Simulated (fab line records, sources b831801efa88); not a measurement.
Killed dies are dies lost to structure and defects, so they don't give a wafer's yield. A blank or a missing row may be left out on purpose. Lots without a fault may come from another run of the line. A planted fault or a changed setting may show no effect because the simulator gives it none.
fab line records | flow gf180mcu
record lots=5 wafers=15 last_day=34
route steps=602 shown M3@415 V3@429
lots that met no fault: from a run of the same line without faults
start_h: hours from the record's first day to the start of the lot's first wafer shown | wait_h: hours since the lot's step before | " the same as in the row above | L1.1+2: a row that stands for several wafers | - no value, or no start given | * or withheld: withheld | < > ~ a bound
route shown NAME@n: a module of which the file shows steps, and the number in the route of the first | usual: mean/standard deviation of fault-free wafers | same: alike in all rows | chamber/n: place in a boat | sites: the reading at each site | _std_site: their standard deviation | _edge_site: outer sites' mean less inner sites' | radius_mm: how far each site lies from the wafer's centre | mask NAME#n: copy n | behind: the tool/chamber that last shaped the wafer | hold: why the lot was held/for how many hours/how that ended | device: the transistor (n, p or np) that didn't switch | end of line: the same wafers' tests at the end of the route | a step without rows: its recipe alone | killed: dies lost to structure and defects at the first sort, not the wafer's yield | map: a wafer's dies, x killed, . not, _ none there
set.NAME: the setting as run; set.NAME@STEP: as run at that earlier step | model.NAME: the simulator's own value behind a step, which no gauge read
lots at some steps of the route; a table a step, a row a wafer
services: from which hour (start_h, from the record's first day; less than 0 if before it) a tool's chamber was out of use, for how many hours, and why
## steps
# step GF_M3_THK_MEAS_06
# recipe thk_meas_gauge=xrf reads=AlCu_of_M3_SPUTTER_02
# usual M3_ALCU_THK=452/3.9
# columns lot.wafer tool chamber start_h wait_h M3_ALCU_THK[nm]
L077.2 film_metro-03 - 495.41 0.1 451
L077.3 " - " " 448
L077.5 " - " " 450
L086.2 film_metro-04 - 584.10 0.1 455
L086.5 " - " " 454
L086.6 " - " " 457
L088.1 film_metro-03 - 605.19 0.1 450
L088.4 " - " " 448
L088.5 " - " " 451
L091.3 film_metro-01 - 625.67 0.1 454
L091.5 " - " " 454
L091.6 " - " " 446
L094.1 film_metro-01 - 636.61 0.1 446
L094.3 " - " " 449
L094.4 " - " " 445
# step GF_M3_DEHYDRATE_07
# recipe temp_c=200 time_s=60
# usual plate_temp_C=200.00/0.16
# columns lot.wafer tool chamber start_h wait_h plate_temp_C
L077.2 litho_track-01 0 507.03 11.6 200.12
L077.3 " 0 " " 200.25
L077.5 " 0 " " 200.00
L086.2 litho_track-02 0 595.28 11.2 200.15
L086.5 " 0 " " 200.14
L086.6 " 0 " " 200.07
L088.1 litho_track-01 0 614.51 9.3 200.09
L088.4 " 0 " " 200.31
L088.5 " 0 " " 200.09
L091.3 litho_track-04 0 635.14 9.5 200.30
L091.5 " 0 " " 200.12
L091.6 " 0 " " 200.14
L094.1 litho_track-01 0 646.26 9.6 199.89
L094.3 " 0 " " 200.10
L094.4 " 0 " " 200.00
# step GF_M3_HMDS_08
# recipe prime_time_s=60 prime_temp_c=120
# columns lot.wafer tool chamber start_h wait_h
L077.2+3+5 litho_track-01 0 507.18 0.1
L086.2+5+6 litho_track-02 0 595.43 0.1
L088.1+4+5 litho_track-01 0 614.66 0.1
L091.3+5+6 litho_track-04 0 635.29 0.1
L094.1+3+4 litho_track-01 0 646.41 0.1
# step GF_M3_COAT_09
# recipe resist=KrF spin_rpm=withheld resist_thk_nm=1000
# usual dispense_pressure_kPa=52/5.5
# columns lot.wafer tool chamber start_h wait_h dispense_pressure_kPa
L077.2 litho_track-01 0 507.33 0.1 48
L077.3 " 0 " " 48
L077.5 " 0 " " 48
L086.2 litho_track-02 0 595.58 0.1 59
L086.5 " 0 " " 59
L086.6 " 0 " " 59
L088.1 litho_track-01 0 614.81 0.1 48
L088.4 " 0 " " 48
L088.5 " 0 " " 48
L091.3 litho_track-04 0 635.44 0.1 48
L091.5 " 0 " " 48
L091.6 " 0 " " 48
L094.1 litho_track-01 0 646.56 0.1 48
L094.3 " 0 " " 48
L094.4 " 0 " " 48
# step GF_M3_SOFTBAKE_10
# recipe temp_c=130 time_s=60 resist=KrF
# usual plate_temp_C=129.99/0.15
# columns lot.wafer tool chamber start_h wait_h plate_temp_C
L077.2 litho_track-01 0 507.48 0.1 130.18
L077.3 " 0 " " 130.30
L077.5 " 0 " " 130.13
L086.2 litho_track-02 0 595.73 0.1 130.25
L086.5 " 0 " " 130.13
L086.6 " 0 " " 130.13
L088.1 litho_track-01 0 614.96 0.1 130.05
L088.4 " 0 " " 129.89
L088.5 " 0 " " 129.83
L091.3 litho_track-04 0 635.59 0.1 130.08
L091.5 " 0 " " 130.04
L091.6 " 0 " " 130.06
L094.1 litho_track-01 0 646.71 0.1 130.04
L094.3 " 0 " " 130.06
L094.4 " 0 " " 130.11
# step GF_M3_EXPOSE_11
# recipe mask_id=Metal3 target_cd_nm=280 na=0.68 source_shape=conventional sigma_outer=0.6 dose_mj=28
# columns lot.wafer tool chamber start_h wait_h mask
L077.2+3+5 krf_scanner-01 0 - - Metal3#0
L086.2+5+6 krf_scanner-01 0 - - Metal3#0
L088.1+4+5 krf_scanner-01 0 - - Metal3#0
L091.3+5+6 krf_scanner-01 0 - - Metal3#0
L094.1+3+4 krf_scanner-02 0 - - Metal3#0
# step GF_M3_PEB_12
# recipe peb_temp_c=135 peb_time_s=90 resist=KrF
# usual plate_temp_C=135.00/0.13
# columns lot.wafer tool chamber start_h wait_h plate_temp_C
L077.2 litho_track-01 0 - - 134.82
L077.3 " 0 " " 135.01
L077.5 " 0 " " 134.96
L086.2 litho_track-01 0 - - 135.29
L086.5 " 0 " " 135.04
L086.6 " 0 " " 135.07
L088.1 litho_track-02 0 - - 135.00
L088.4 " 0 " " 135.21
L088.5 " 0 " " 135.04
L091.3 litho_track-01 0 - - 134.97
L091.5 " 0 " " 135.07
L091.6 " 0 " " 135.00
L094.1 litho_track-02 0 - - 134.80
L094.3 " 0 " " 134.87
L094.4 " 0 " " 134.76
# step GF_M3_DEVELOP_13
# recipe develop_time_s=60 dev_temp_c=21
# columns lot.wafer tool chamber start_h wait_h
L077.2+3+5 litho_track-01 0 518.78 0.2
L086.2+5+6 litho_track-01 0 605.78 0.2
L088.1+4+5 litho_track-02 0 625.65 0.2
L091.3+5+6 litho_track-01 0 646.16 0.1
L094.1+3+4 litho_track-02 0 655.40 0.2
# step GF_M3_CD_MEAS_14
# recipe target_cd_nm=280
# usual cd_nm=279.8/1.4
# columns lot.wafer tool chamber start_h wait_h cd_nm
L077.2 cd_sem-01 - 518.93 0.1 281.9
L077.3 " - " " 281.3
L077.5 " - " " 281.8
L086.2 cd_sem-02 - 605.93 0.1 280.6
L086.5 " - " " 281.1
L086.6 " - " " 281.3
L088.1 cd_sem-01 - 625.80 0.1 279.1
L088.4 " - " " 279.3
L088.5 " - " " 279.9
L091.3 cd_sem-01 - 646.30 0.1 279.4
L091.5 " - " " 279.5
L091.6 " - " " 279.3
L094.1 cd_sem-02 - 655.55 0.1 279.3
L094.3 " - " " 278.1
L094.4 " - " " 277.9
# step GF_M3_OVL_MEAS_15
# usual M3_OVL=1/4.4
# columns lot.wafer tool chamber start_h wait_h M3_OVL[nm]
L077.2 overlay-01 - 519.04 0.1 -4
L077.3 " - " " -2
L077.5 " - " " 2
L086.2 overlay-01 - 606.03 0.1 -1
L086.5 " - " " -4
L086.6 " - " " -4
L088.1 overlay-02 - 625.92 0.1 -3
L088.4 " - " " 2
L088.5 " - " " -7
L091.3 overlay-01 - 646.39 0.1 1
L091.5 " - " " -2
L091.6 " - " " -3
L094.1 overlay-01 - 655.67 0.1 -3
L094.3 " - " " -5
L094.4 " - " " -2
# step GF_M3_METAL_ETCH_16
# recipe chemistry=Cl2/BCl3 mask_material=KrF target_depth_nm=627.5 stop_on=SiO2 pressure_mtorr=8 icp_w=800 bias_w=140 Cl2_flow_sccm=80 bcl3_flow_sccm=40 time_s=104.6
# usual drypump_motor_current_A=5.8/0.43 he_backside_leak_sccm=3.3/0.34 mfc_cl2_sccm=79.98/0.24 oes_product_au=0.972/0.0063 throttle_valve_pct=28.250/0.01
# columns lot.wafer tool chamber start_h wait_h drypump_motor_current_A he_backside_leak_sccm mfc_cl2_sccm oes_product_au rf_hours_counter_h throttle_valve_pct
L077.2 rie_metal-02 0 519.07 0.0 5.9 3.5 80.28 0.960 5 28.253
L077.3 " 0 " " 5.9 3.4 80.07 0.967 - 28.246
L077.5 " 0 " " 6.0 3.4 79.82 0.968 - 28.238
L086.2 rie_metal-01 1 606.06 0.0 6.0 3.1 80.10 0.979 11 28.244
L086.5 " 0 " " 5.0 3.3 79.88 0.972 - 28.250
L086.6 " 1 " " 6.0 3.4 80.07 0.972 - 28.262
L088.1 rie_metal-02 0 625.96 0.0 6.0 3.4 79.95 0.975 9 28.257
L088.4 " 1 " " 5.9 3.4 80.10 0.969 - 28.229
L088.5 " 0 " " 5.9 3.5 79.53 0.968 - 28.245
L091.3 rie_metal-01 0 646.45 0.1 5.1 3.5 79.98 0.963 - 28.234
L091.5 " 0 " " 5.1 3.4 79.76 0.969 - 28.249
L091.6 " 1 " " 6.1 3.5 79.76 0.968 - 28.243
L094.1 rie_metal-03 0 655.71 0.0 6.3 3.6 80.09 0.963 5 28.246
L094.3 " 0 " " 6.3 3.3 80.23 0.960 - 28.256
L094.4 " 1 " " 5.5 3.1 79.70 0.962 - 28.256
# step GF_M3_STRIP_17
# recipe chemistry=O2/N2 power_w=1400 pressure_mtorr=1500 platen_temp_c=250 o2_flow_sccm=3000 n2_flow_sccm=300 overash_fraction=0.5
# usual drypump_motor_current_A=5.7/0.39 heater_power_w=314/36 oes_product_au=0.558/0.0052 strip_time_to_endpoint_s=7.87/0.05
# columns lot.wafer tool chamber start_h wait_h drypump_motor_current_A heater_power_w oes_product_au rf_hours_counter_h strip_time_to_endpoint_s
L077.2 plasma_asher-03 0 519.18 0.1 6.1 292 0.567 9 7.99
L077.3 " 0 " " 6.0 294 0.558 - 7.97
L077.5 " 0 " " 6.0 291 0.571 - 7.94
L086.2 plasma_asher-02 0 606.18 0.1 6.3 361 0.557 48 7.83
L086.5 " 0 " " 6.3 371 0.558 - 7.86
L086.6 " 1 " " 5.5 286 0.555 - 7.82
L088.1 plasma_asher-04 1 626.07 0.1 5.8 310 0.557 90 7.92
L088.4 " 0 " " 5.2 277 0.556 - 7.83
L088.5 " 0 " " 5.2 277 0.563 - 7.93
L091.3 plasma_asher-02 1 646.56 0.1 5.4 284 0.550 - 7.93
L091.5 " 0 " " 6.3 371 0.556 - 7.91
L091.6 " 1 " " 5.4 284 0.549 - 7.88
L094.1 plasma_asher-03 1 655.82 0.1 5.4 385 0.554 24 7.86
L094.3 " 0 " " 6.0 303 0.568 - 7.83
L094.4 " 1 " " 5.4 378 0.558 - 7.84
# step GF_M3_STRIP_18
# recipe chemistry=post_etch_residue_remover time_s=1200 temp_c=72.5
# usual bath_heat_duty_pct=14.2/1.9
# columns lot.wafer tool chamber start_h wait_h bath_heat_duty_pct
L077.2 wet_bench-01 1 519.28 0.1 14.3
L077.3 " 1 " " 13.8
L077.5 " 1 " " 14.5
L086.2 wet_bench-03 1 606.28 0.1 13.5
L086.5 " 1 " " 14.7
L086.6 " 1 " " 14.0
L088.1 wet_bench-04 2 626.17 0.1 13.7
L088.4 " 2 " " 14.8
L088.5 " 2 " " 13.5
L091.3 wet_bench-01 0 646.63 0.0 10.9
L091.5 " 0 " " 10.7
L091.6 " 0 " " 11.0
L094.1 wet_bench-01 0 655.92 0.1 11.0
L094.3 " 0 " " 11.0
L094.4 " 0 " " 10.9
# step GF_M3_CLEAN_19
# recipe chemistry=DIW dry=n2_spin
# columns lot.wafer tool chamber start_h wait_h
L077.2+3+5 wet_bench-03 0 519.62 0.0
L086.2+5+6 wet_bench-03 3 606.65 0.0
L088.1+4+5 wet_bench-03 1 626.51 0.0
L091.3+5+6 wet_bench-04 1 646.97 0.0
L094.1+3+4 wet_bench-03 1 656.60 0.0
# step GF_V3_CVD_00
# recipe material=SiO2 target_thk_nm=600 sigma_open_frac=0.3 temp_c=400 time_s=100 sih4_flow_sccm=60 pressure_mtorr=6
# columns lot.wafer tool chamber start_h wait_h
L077.2+3+5 hdpcvd-01 1,2,0 519.71 0.0
L086.2+5+6 hdpcvd-01 2,1,0 606.75 0.0
L088.1+4+5 hdpcvd-02 0,1,2 626.60 0.0
L091.3+5+6 hdpcvd-02 2,1,2 647.06 0.0
L094.1+3+4 hdpcvd-01 2,1,2 656.70 0.0
# step GF_V3_THK_MEAS_01
# recipe reads=SiO2_of_V3_CVD_00
# usual V3_CVD_00_THK=600/6.9
# columns lot.wafer tool chamber start_h wait_h V3_CVD_00_THK[nm]
L077.2 film_metro-02 - 519.79 0.0 595
L077.3 " - " " 587
L077.5 " - " " 590
L086.2 film_metro-04 - 606.83 0.0 611
L086.5 " - " " 607
L086.6 " - " " 606
L088.1 film_metro-02 - 626.68 0.0 599
L088.4 " - " " 591
L088.5 " - " " 595
L091.3 film_metro-04 - 647.15 0.1 603
L091.5 " - " " 599
L091.6 " - " " 598
L094.1 film_metro-02 - 656.77 0.0 604
L094.3 " - " " 606
L094.4 " - " " 604
# step GF_V3_CVD_02
# recipe material=SiO2 target_thk_nm=850 precursor=TEOS temp_c=400 time_s=94.851 rf_w=600
# usual heater_power_w=663/98
# columns lot.wafer tool chamber start_h wait_h heater_power_w
L077.2 pecvd-04 1 519.84 0.0 731
L077.3 " 2 " " 597
L077.5 " 0 " " 566
L086.2 pecvd-04 0 606.88 0.0 709
L086.5 " 2 " " 546
L086.6 " 1 " " 696
L088.1 pecvd-01 1 626.74 0.1 584
L088.4 " 1 " " 444
L088.5 " 2 " " 755
L091.3 pecvd-01 2 647.19 0.0 735
L091.5 " 1 " " 518
L091.6 " 2 " " 767
L094.1 pecvd-03 2 656.83 0.1 623
L094.3 " 0 " " 704
L094.4 " 1 " " 635
# step GF_V3_THK_MEAS_03
# recipe reads=SiO2_of_V3_CVD_02
# usual V3_CVD_02_THK=849/11
# columns lot.wafer tool chamber start_h wait_h V3_CVD_02_THK[nm]
L077.2 film_metro-03 - 519.92 0.0 847
L077.3 " - " " 836
L077.5 " - " " 853
L086.2 film_metro-02 - 606.96 0.0 828
L086.5 " - " " 837
L086.6 " - " " 840
L088.1 film_metro-04 - 626.80 0.0 845
L088.4 " - " " 866
L088.5 " - " " 859
L091.3 film_metro-03 - 647.28 0.1 851
L091.5 " - " " 865
L091.6 " - " " 860
L094.1 film_metro-02 - 656.90 0.0 852
L094.3 " - " " 845
L094.4 " - " " 861
# step GF_V3_CMP_04
# recipe material=SiO2 down_force_psi=4 platen_rpm=60 pad_velocity_m_s=0.94248
# usual head_pressure_psi=4.001/0.0091 motor_current_A=11.7/1 platen_rpm=60.00/0.036 time_to_endpoint_s=80/5.4
# columns lot.wafer tool chamber start_h wait_h head_pressure_psi motor_current_A platen_rpm time_to_endpoint_s
L077.2 cmp-01 0 520.02 0.1 4.015 10.5 59.94 86
L077.3 " 1 " " 3.990 11.6 59.98 81
L077.5 " 0 " " 4.018 11.3 60.01 89
L086.2 cmp-01 2 607.11 0.1 3.998 13.1 60.03 71
L086.6 " 0 " " 3.993 10.3 60.06 79
L086.5 " 1 " " 4.009 11.5 60.06 79
L088.1 cmp-01 3 627.06 0.2 4.012 11.5 60.01 73
L088.4 " 0 " " 4.001 10.6 59.95 83
L088.5 " 1 " " 3.995 11.3 60.05 78
L091.3 cmp-02 1 647.42 0.1 4.012 12.5 59.89 83
L091.6 " 3 " " 3.998 11.1 60.03 86
L091.5 " 0 " " 3.982 10.8 60.05 90
L094.4 cmp-01 1 656.96 0.0 3.997 11.4 60.00 81
L094.3 " 2 " " 4.013 13.7 60.05 70
L094.1 " 0 " " 3.996 10.6 59.97 77
# step GF_V3_BOW_MEAS_05
# recipe mode=bow
# usual V3_BOW=115/9.2
# columns lot.wafer tool chamber start_h wait_h V3_BOW[um]
L077.2 film_metro-04 - 520.29 0.2 108
L077.3 " - " " 114
L077.5 " - " " 108
L086.2 film_metro-02 - 607.33 0.2 121
L086.5 " - " " 124
L086.6 " - " " 120
L088.1 film_metro-04 - 627.26 0.1 108
L088.4 " - " " 123
L088.5 " - " " 110
L091.3 film_metro-02 - 647.66 0.2 91
L091.5 " - " " 104
L091.6 " - " " 109
L094.1 film_metro-02 - 657.26 0.1 121
L094.3 " - " " 112
L094.4 " - " " 124
# step GF_V3_DEHYDRATE_06
# recipe temp_c=200 time_s=60
# usual plate_temp_C=200.04/0.17
# columns lot.wafer tool chamber start_h wait_h plate_temp_C
L077.2 litho_track-01 0 531.03 10.7 199.87
L077.3 " 0 " " 199.86
L077.5 " 0 " " 200.09
L086.2 litho_track-01 0 617.53 10.2 199.82
L086.5 " 0 " " 199.83
L086.6 " 0 " " 199.83
L088.1 litho_track-02 0 636.75 9.5 200.10
L088.4 " 0 " " 200.06
L088.5 " 0 " " 200.23
L091.3 litho_track-03 0 656.43 8.7 199.86
L091.5 " 0 " " 199.91
L091.6 " 0 " " 199.90
L094.1 litho_track-03 0 667.08 9.8 200.23
L094.3 " 0 " " 199.95
L094.4 " 0 " " 200.29
# step GF_V3_HMDS_07
# recipe prime_time_s=60 prime_temp_c=120
# columns lot.wafer tool chamber start_h wait_h
L077.2+3+5 litho_track-01 0 531.18 0.1
L086.2+5+6 litho_track-01 0 617.68 0.1
L088.1+4+5 litho_track-02 0 636.90 0.1
L091.3+5+6 litho_track-03 0 656.58 0.1
L094.1+3+4 litho_track-03 0 667.23 0.1
# step GF_V3_COAT_08
# recipe resist=BARC temp_c=withheld time_s=withheld spin_rpm=withheld resist_thk_nm=withheld
# usual dispense_pressure_kPa=54/4.7
# columns lot.wafer tool chamber start_h wait_h dispense_pressure_kPa
L077.2 litho_track-01 0 531.33 0.1 48
L077.3 " 0 " " 48
L077.5 " 0 " " 48
L086.2 litho_track-01 0 617.83 0.1 48
L086.5 " 0 " " 48
L086.6 " 0 " " 48
L088.1 litho_track-02 0 637.05 0.1 59
L088.4 " 0 " " 59
L088.5 " 0 " " 59
L091.3 litho_track-03 0 656.73 0.1 52
L091.5 " 0 " " 52
L091.6 " 0 " " 52
L094.1 litho_track-03 0 667.38 0.1 52
L094.3 " 0 " " 52
L094.4 " 0 " " 52
# step GF_V3_COAT_09
# recipe resist=KrF spin_rpm=withheld resist_thk_nm=1000
# usual dispense_pressure_kPa=54/4.7
# columns lot.wafer tool chamber start_h wait_h dispense_pressure_kPa
L077.2 litho_track-01 0 - - 48
L077.3 " 0 " " 48
L077.5 " 0 " " 48
L086.2 litho_track-01 0 - - 48
L086.5 " 0 " " 48
L086.6 " 0 " " 48
L088.1 litho_track-02 0 - - 59
L088.4 " 0 " " 59
L088.5 " 0 " " 59
L091.3 litho_track-03 0 - - 52
L091.5 " 0 " " 52
L091.6 " 0 " " 52
L094.1 litho_track-03 0 - - 52
L094.3 " 0 " " 52
L094.4 " 0 " " 52
# step GF_V3_SOFTBAKE_10
# recipe temp_c=130 time_s=60 resist=KrF
# usual plate_temp_C=129.96/0.14
# columns lot.wafer tool chamber start_h wait_h plate_temp_C
L077.2 litho_track-01 0 - - 129.75
L077.3 " 0 " " 129.77
L077.5 " 0 " " 129.69
L086.2 litho_track-01 0 - - 129.93
L086.5 " 0 " " 129.72
L086.6 " 0 " " 129.84
L088.1 litho_track-02 0 - - 129.94
L088.4 " 0 " " 130.06
L088.5 " 0 " " 129.86
L091.3 litho_track-03 0 - - 129.96
L091.5 " 0 " " 129.76
L091.6 " 0 " " 130.02
L094.1 litho_track-03 0 - - 129.92
L094.3 " 0 " " 130.03
L094.4 " 0 " " 130.10
# step GF_V3_EXPOSE_11
# recipe mask_id=Via3 target_cd_nm=260 na=0.68 source_shape=conventional sigma_outer=0.6 dose_mj=38
# columns lot.wafer tool chamber start_h wait_h mask
L077.2+3+5 krf_scanner-01 0 - - Via3#0
L086.2+5+6 krf_scanner-02 0 - - Via3#0
L088.1+4+5 krf_scanner-02 0 - - Via3#0
L091.3+5+6 krf_scanner-02 0 - - Via3#0
L094.1+3+4 krf_scanner-01 0 - - Via3#0
# step GF_V3_PEB_12
# recipe peb_temp_c=135 peb_time_s=90 resist=KrF
# usual plate_temp_C=134.99/0.14
# columns lot.wafer tool chamber start_h wait_h plate_temp_C
L077.2 litho_track-01 0 - - 135.23
L077.3 " 0 " " 135.13
L077.5 " 0 " " 134.99
L086.2 litho_track-03 0 - - 135.39
L086.5 " 0 " " 135.10
L086.6 " 0 " " 135.40
L088.1 litho_track-01 0 - - 134.93
L088.4 " 0 " " 135.03
L088.5 " 0 " " 134.92
L091.3 litho_track-02 0 - - 134.89
L091.5 " 0 " " 134.74
L091.6 " 0 " " 134.95
L094.1 litho_track-02 0 - - 135.19
L094.3 " 0 " " 135.12
L094.4 " 0 " " 134.98
# step GF_V3_DEVELOP_13
# recipe develop_time_s=60 resist=KrF dev_temp_c=21
# columns lot.wafer tool chamber start_h wait_h
L077.2+3+5 litho_track-01 0 542.38 0.2
L086.2+5+6 litho_track-03 0 627.70 0.2
L088.1+4+5 litho_track-01 0 647.71 0.2
L091.3+5+6 litho_track-02 0 667.30 0.1
L094.1+3+4 litho_track-02 0 676.50 0.2
# step GF_V3_CD_MEAS_14
# recipe target_cd_nm=260
# usual cd_nm=260.4/1.1
# columns lot.wafer tool chamber start_h wait_h cd_nm
L077.2 cd_sem-02 - 542.53 0.1 261.1
L077.3 " - " " 261.7
L077.5 " - " " 261.2
L086.2 cd_sem-01 - 627.85 0.1 259.5
L086.5 " - " " 259.5
L086.6 " - " " 260.0
L088.1 cd_sem-01 - 647.86 0.1 260.4
L088.4 " - " " 260.3
L088.5 " - " " 260.3
L091.3 cd_sem-02 - 667.44 0.1 260.1
L091.5 " - " " 260.7
L091.6 " - " " 259.8
L094.1 cd_sem-02 - 676.65 0.1 259.0
L094.3 " - " " 258.6
L094.4 " - " " 259.7
# step GF_V3_OVL_MEAS_15
# usual V3_OVL=-1/5.1
# columns lot.wafer tool chamber start_h wait_h V3_OVL[nm]
L077.2 overlay-02 - 542.64 0.1 -1
L077.3 " - " " -3
L077.5 " - " " 4
L086.2 overlay-02 - 627.96 0.1 -4
L086.5 " - " " 0
L086.6 " - " " 7
L088.1 overlay-01 - 647.98 0.1 -1
L088.4 " - " " 3
L088.5 " - " " -4
L091.3 overlay-02 - 667.53 0.1 -2
L091.5 " - " " 2
L091.6 " - " " 0
L094.1 overlay-01 - 676.77 0.1 -2
L094.3 " - " " -3
L094.4 " - " " -3
# step GF_V3_ETCH_16
# recipe chemistry=N2/H2 target_depth_a=withheld overetch_a=withheld time_s=withheld target=BARC ion_energy_ev=200 source_w=500 bias_w=100 pressure_mtorr=30 n2_flow_sccm=100 h2_flow_sccm=200
# usual drypump_motor_current_A=6.0/0.33 oes_product_au=0.855/0.0046 throttle_valve_pct=13.225/0.0081
# columns lot.wafer tool chamber start_h wait_h drypump_motor_current_A oes_product_au throttle_valve_pct
L077.2 rie_diel-02 2 542.67 0.0 6.4 0.860 13.220
L077.3 " 0 " " 6.5 0.861 13.226
L077.5 " 1 " " 5.8 0.855 13.227
L086.2 rie_diel-04 2 627.99 0.0 5.4 0.856 13.230
L086.5 " 1 " " 5.8 0.843 13.218
L086.6 " 2 " " 5.4 0.852 13.234
L088.1 rie_diel-02 3 648.01 0.0 5.8 0.853 13.224
L088.4 " 0 " " 6.5 0.856 13.237
L088.5 " 0 " " 6.5 0.855 13.219
L091.3 rie_diel-03 1 667.56 0.0 6.3 0.858 13.234
L091.5 " 1 " " 6.2 0.858 13.206
L091.6 " 0 " " 6.0 0.863 13.220
L094.1 rie_diel-02 2 676.81 0.0 6.4 0.858 13.227
L094.3 " 3 " " 5.8 0.859 13.224
L094.4 " 0 " " 6.5 0.865 13.228
# step GF_V3_ETCH_17
# recipe chemistry=C4F8/O2/Ar mask_material=KrF target=SiO2 stop_on=TiN source_w=1500 bias_w=1200 pressure_mtorr=40 c4f8_flow_sccm=withheld O2_flow_sccm=6 Ar_flow_sccm=300 time_s=withheld target_depth_a=6350
# usual oes_product_au=0.855/0.0051
# columns lot.wafer tool chamber start_h wait_h oes_product_au
L077.2 rie_diel-02 2 - - 0.855
L077.3 " 0 " " 0.864
L077.5 " 1 " " 0.853
L086.2 rie_diel-04 2 - - 0.855
L086.5 " 1 " " 0.853
L086.6 " 2 " " 0.868
L088.1 rie_diel-02 3 - - 0.855
L088.4 " 0 " " 0.850
L088.5 " 0 " " 0.854
L091.3 rie_diel-03 1 - - 0.859
L091.5 " 1 " " 0.862
L091.6 " 0 " " 0.863
L094.1 rie_diel-02 2 - - 0.851
L094.3 " 3 " " 0.848
L094.4 " 0 " " 0.851
# step GF_V3_STRIP_18
# recipe chemistry=O2/N2 power_w=1400 pressure_mtorr=1500 platen_temp_c=250 o2_flow_sccm=3000 n2_flow_sccm=300 overash_fraction=0.5
# usual drypump_motor_current_A=5.6/0.43 heater_power_w=311/29 oes_product_au=0.593/0.005
# columns lot.wafer tool chamber start_h wait_h drypump_motor_current_A heater_power_w oes_product_au rf_hours_counter_h
L077.2 plasma_asher-02 1 542.79 - 5.4 284 0.592 42
L077.3 " 0 " " 6.3 369 0.592 -
L077.5 " 1 " " 5.4 296 0.586 -
L086.2 plasma_asher-01 0 628.11 - 6.2 309 0.598 95
L086.5 " 1 " " 5.2 336 0.594 -
L086.6 " 0 " " 6.1 299 0.598 -
L088.1 plasma_asher-01 1 648.14 - 5.2 353 0.592 97
L088.4 " 1 " " 5.2 330 0.591 -
L088.5 " 0 " " 6.1 304 0.597 -
L091.3 plasma_asher-04 1 667.72 - 5.8 306 0.597 -
L091.5 " 1 " " 5.8 312 0.593 -
L091.6 " 0 " " 5.2 281 0.594 -
L094.1 plasma_asher-02 0 676.94 - 6.3 364 0.590 55
L094.3 " 1 " " 5.4 294 0.592 -
L094.4 " 0 " " 6.4 371 0.588 -
# step GF_V3_STRIP_19
# recipe chemistry=post_etch_residue_remover time_s=1200 temp_c=72.5
# usual bath_heat_duty_pct=14.4/1.4
# columns lot.wafer tool chamber start_h wait_h bath_heat_duty_pct
L077.2 wet_bench-02 3 542.89 0.1 14.4
L077.3 " 3 " " 13.4
L077.5 " 3 " " 14.1
L086.2 wet_bench-02 2 628.21 0.1 13.5
L086.5 " 2 " " 11.8
L086.6 " 2 " " 14.4
L088.1 wet_bench-02 2 648.24 0.1 11.7
L088.4 " 2 " " 13.9
L088.5 " 2 " " 12.1
L091.3 wet_bench-02 3 667.79 0.0 15.1
L091.5 " 3 " " 16.4
L091.6 " 3 " " 13.9
L094.1 wet_bench-04 0 677.04 0.1 13.3
L094.3 " 0 " " 12.4
L094.4 " 0 " " 11.8
# step GF_V3_CLEAN_20
# recipe chemistry=DIW dry=n2_spin
# columns lot.wafer tool chamber start_h wait_h
L077.2+3+5 wet_bench-04 0 543.24 0.0
L086.2+5+6 wet_bench-01 1 628.56 0.0
L088.1+4+5 wet_bench-01 0 648.58 0.0
L091.3+5+6 wet_bench-01 1 668.16 0.0
L094.1+3+4 wet_bench-02 1 677.38 0.0
# step GF_V3_SPUTTER_21
# recipe material=Ti target_thk_nm=15 chamber_pressure_pa=5 power_w=2500 substrate_temp_c=200 time_s=80.02
# usual throttle_valve_pct=29.9/1.3
# columns lot.wafer tool chamber start_h wait_h throttle_valve_pct
L077.2 pvd_sputter-01 - 543.34 0.0 28.9
L077.3 " - " " 28.9
L077.5 " - " " 29.2
L086.2 pvd_sputter-03 - 628.66 0.0 29.8
L086.5 " - " " 29.7
L086.6 " - " " 30.5
L088.1 pvd_sputter-01 - 648.68 0.0 29.4
L088.4 " - " " 29.0
L088.5 " - " " 28.7
L091.3 pvd_sputter-01 - 668.36 0.0 29.5
L091.5 " - " " 27.8
L091.6 " - " " 29.3
L094.1 pvd_sputter-03 - 677.47 0.0 30.5
L094.3 " - " " 29.8
L094.4 " - " " 29.8
# step GF_V3_SPUTTER_22
# recipe material=TiN target_thk_nm=10 chamber_pressure_pa=5 power_w=4000 time_s=40
# usual throttle_valve_pct=29.9/1.3
# columns lot.wafer tool chamber start_h wait_h throttle_valve_pct
L077.2 pvd_sputter-01 - 543.40 0.0 28.9
L077.3 " - " " 29.2
L077.5 " - " " 29.1
L086.2 pvd_sputter-03 - 628.72 0.0 29.9
L086.5 " - " " 29.9
L086.6 " - " " 30.5
L088.1 pvd_sputter-01 - 648.74 0.0 29.4
L088.4 " - " " 28.6
L088.5 " - " " 28.6
L091.3 pvd_sputter-01 - 668.42 0.0 29.5
L091.5 " - " " 27.8
L091.6 " - " " 29.2
L094.1 pvd_sputter-03 - 677.53 0.0 30.7
L094.3 " - " " 29.8
L094.4 " - " " 29.8
# step GF_V3_CVD_23
# recipe material=W target_thk_nm=350 time_s=104.9 temp_c=400 pressure_torr=40
# usual heater_power_w=854/37
# columns lot.wafer tool chamber start_h wait_h heater_power_w
L077.2 cvd_w-02 0 543.44 0.0 783
L077.3 " 0 " " 797
L077.5 " 0 " " 783
L086.2 cvd_w-01 1 628.76 0.0 851
L086.5 " 1 " " 856
L086.6 " 0 " " 874
L088.1 cvd_w-01 1 648.78 0.0 855
L088.4 " 0 " " 872
L088.5 " 1 " " 872
L091.3 cvd_w-01 0 668.50 0.1 873
L091.5 " 1 " " 862
L091.6 " 0 " " 850
L094.1 cvd_w-02 1 677.57 0.0 907
L094.3 " 0 " " 804
L094.4 " 1 " " 860
## services
# columns tool chamber start_h hours kind
cmp-01 - 487.98 3.7 pm
rie_diel-02 - 489.05 0.3 repair
cmp-01 - 492.55 3.7 repair
cmp-01 - 505.17 1.8 repair
krf_scanner-01 - 513.95 1.3 pm
krf_scanner-02 - 524.27 1.0 pm
wet_bench-02 - 524.78 0.5 repair
krf_scanner-02 - 528.36 0.8 pm
krf_scanner-01 - 534.32 1.0 pm
krf_scanner-02 - 543.14 3.6 pm
krf_scanner-01 - 554.83 4.4 pm
krf_scanner-02 - 564.42 1.3 pm
cmp-01 - 568.48 1.1 repair
krf_scanner-02 - 568.65 0.2 repair
wet_bench-01 - 569.86 0.9 repair
cmp-01 - 572.00 4.0 pm
rie_diel-02 3 572.12 51.8 repair
cmp-01 - 608.89 0.6 repair
plasma_asher-02 - 620.55 0.7 repair
krf_scanner-01 - 628.89 0.8 pm
krf_scanner-02 - 631.22 0.7 repair
pvd_sputter-01 - 663.52 0.7 repair
cmp-01 - 673.59 3.1 repair
pvd_sputter-01 - 676.78 0.7 repair
## key
fault none
